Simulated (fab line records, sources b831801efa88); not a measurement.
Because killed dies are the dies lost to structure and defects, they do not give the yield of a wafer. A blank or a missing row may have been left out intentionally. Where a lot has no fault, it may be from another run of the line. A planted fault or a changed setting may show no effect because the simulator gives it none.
Split-lot experiment / flow gf180mcu / 5 lots, 23 wafers read, on a route of 602 steps

== SPLIT DETAILS ==
At GF_V1_SPUTTER_21 (material Ti, target thk 15 nm, time 80.02 s), the setting chamber pressure pa was moved away from the recipe's 5 Pa on 15 of the 23 wafers read, by -11.5% to +5.7%. This setting was run at the recipe's value on the other wafers.

The reading is taken at the split's own step.

== THE READING ==
Ti_of_V1_SPUTTER_21.thk nm (the simulator's own value, which no gauge read), in nm, at GF_V1_SPUTTER_21 (material Ti, target thk 15 nm, time 80.02 s). The file does not state a usual value for it. The 8 wafers here that ran the recipe average 15.04 nm, standard deviation 0.2 nm.

wafer=L074.1; tool, chamber at the split=pvd sputter-04, -; chamber pressure pa as run, Pa=5; against the recipe=recipe; Ti_of_V1_SPUTTER_21.thk nm, nm=15.04; against lot-mates on the recipe=-
wafer=L074.2; tool, chamber at the split=pvd sputter-04, -; chamber pressure pa as run, Pa=5; against the recipe=recipe; Ti_of_V1_SPUTTER_21.thk nm, nm=15.35; against lot-mates on the recipe=-
wafer=L074.3; tool, chamber at the split=pvd sputter-04, -; chamber pressure pa as run, Pa=5; against the recipe=recipe; Ti_of_V1_SPUTTER_21.thk nm, nm=14.94; against lot-mates on the recipe=-
wafer=L074.4; tool, chamber at the split=pvd sputter-04, -; chamber pressure pa as run, Pa=5; against the recipe=recipe; Ti_of_V1_SPUTTER_21.thk nm, nm=15.07; against lot-mates on the recipe=-
wafer=L074.6; tool, chamber at the split=pvd sputter-04, -; chamber pressure pa as run, Pa=5; against the recipe=recipe; Ti_of_V1_SPUTTER_21.thk nm, nm=15.23; against lot-mates on the recipe=-
wafer=L077.1; tool, chamber at the split=pvd sputter-02, -; chamber pressure pa as run, Pa=5.285; against the recipe=+5.7%; Ti_of_V1_SPUTTER_21.thk nm, nm=14.05; against lot-mates on the recipe=no lot-mate on the recipe
wafer=L077.2; tool, chamber at the split=pvd sputter-02, -; chamber pressure pa as run, Pa=5.285; against the recipe=+5.7%; Ti_of_V1_SPUTTER_21.thk nm, nm=14.18; against lot-mates on the recipe=no lot-mate on the recipe
wafer=L077.4; tool, chamber at the split=pvd sputter-02, -; chamber pressure pa as run, Pa=5.285; against the recipe=+5.7%; Ti_of_V1_SPUTTER_21.thk nm, nm=14.06; against lot-mates on the recipe=no lot-mate on the recipe
wafer=L077.5; tool, chamber at the split=pvd sputter-02, -; chamber pressure pa as run, Pa=5.285; against the recipe=+5.7%; Ti_of_V1_SPUTTER_21.thk nm, nm=14.15; against lot-mates on the recipe=no lot-mate on the recipe
wafer=L077.6; tool, chamber at the split=pvd sputter-02, -; chamber pressure pa as run, Pa=5.285; against the recipe=+5.7%; Ti_of_V1_SPUTTER_21.thk nm, nm=14.11; against lot-mates on the recipe=no lot-mate on the recipe
wafer=L081.2; tool, chamber at the split=pvd sputter-02, -; chamber pressure pa as run, Pa=5; against the recipe=recipe; Ti_of_V1_SPUTTER_21.thk nm, nm=14.64; against lot-mates on the recipe=-
wafer=L081.4; tool, chamber at the split=pvd sputter-02, -; chamber pressure pa as run, Pa=5; against the recipe=recipe; Ti_of_V1_SPUTTER_21.thk nm, nm=15.13; against lot-mates on the recipe=-
wafer=L081.6; tool, chamber at the split=pvd sputter-02, -; chamber pressure pa as run, Pa=5; against the recipe=recipe; Ti_of_V1_SPUTTER_21.thk nm, nm=14.92; against lot-mates on the recipe=-
wafer=L082.1; tool, chamber at the split=pvd sputter-04, -; chamber pressure pa as run, Pa=4.787; against the recipe=-4.3%; Ti_of_V1_SPUTTER_21.thk nm, nm=15.62; against lot-mates on the recipe=no lot-mate on the recipe
wafer=L082.3; tool, chamber at the split=pvd sputter-04, -; chamber pressure pa as run, Pa=4.787; against the recipe=-4.3%; Ti_of_V1_SPUTTER_21.thk nm, nm=15.61; against lot-mates on the recipe=no lot-mate on the recipe
wafer=L082.4; tool, chamber at the split=pvd sputter-04, -; chamber pressure pa as run, Pa=4.787; against the recipe=-4.3%; Ti_of_V1_SPUTTER_21.thk nm, nm=15.57; against lot-mates on the recipe=no lot-mate on the recipe
wafer=L082.5; tool, chamber at the split=pvd sputter-04, -; chamber pressure pa as run, Pa=4.787; against the recipe=-4.3%; Ti_of_V1_SPUTTER_21.thk nm, nm=15.54; against lot-mates on the recipe=no lot-mate on the recipe
wafer=L082.6; tool, chamber at the split=pvd sputter-04, -; chamber pressure pa as run, Pa=4.787; against the recipe=-4.3%; Ti_of_V1_SPUTTER_21.thk nm, nm=15.42; against lot-mates on the recipe=no lot-mate on the recipe
wafer=L085.1; tool, chamber at the split=pvd sputter-04, -; chamber pressure pa as run, Pa=4.424; against the recipe=-11.5%; Ti_of_V1_SPUTTER_21.thk nm, nm=16.78; against lot-mates on the recipe=no lot-mate on the recipe
wafer=L085.2; tool, chamber at the split=pvd sputter-04, -; chamber pressure pa as run, Pa=4.424; against the recipe=-11.5%; Ti_of_V1_SPUTTER_21.thk nm, nm=16.79; against lot-mates on the recipe=no lot-mate on the recipe
wafer=L085.4; tool, chamber at the split=pvd sputter-04, -; chamber pressure pa as run, Pa=4.424; against the recipe=-11.5%; Ti_of_V1_SPUTTER_21.thk nm, nm=16.79; against lot-mates on the recipe=no lot-mate on the recipe
wafer=L085.3; tool, chamber at the split=pvd sputter-04, -; chamber pressure pa as run, Pa=4.424; against the recipe=-11.5%; Ti_of_V1_SPUTTER_21.thk nm, nm=16.76; against lot-mates on the recipe=no lot-mate on the recipe
wafer=L085.6; tool, chamber at the split=pvd sputter-04, -; chamber pressure pa as run, Pa=4.424; against the recipe=-11.5%; Ti_of_V1_SPUTTER_21.thk nm, nm=16.99; against lot-mates on the recipe=no lot-mate on the recipe

FIT RESULTS
A straight line over all 23 wafers: Ti_of_V1_SPUTTER_21.thk nm changes by -0.155 nm for each +1% of chamber pressure pa; r = -0.99; the points scatter about the line by 0.15 nm.
Too few moved wafers have a lot-mate on the recipe to fit a line with each lot's own level taken away.

== THE FILE'S OWN FIT ==
Ti_of_V1_SPUTTER_21.thk nm changes by -0.155 nm for each +1% of chamber pressure pa, r = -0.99.
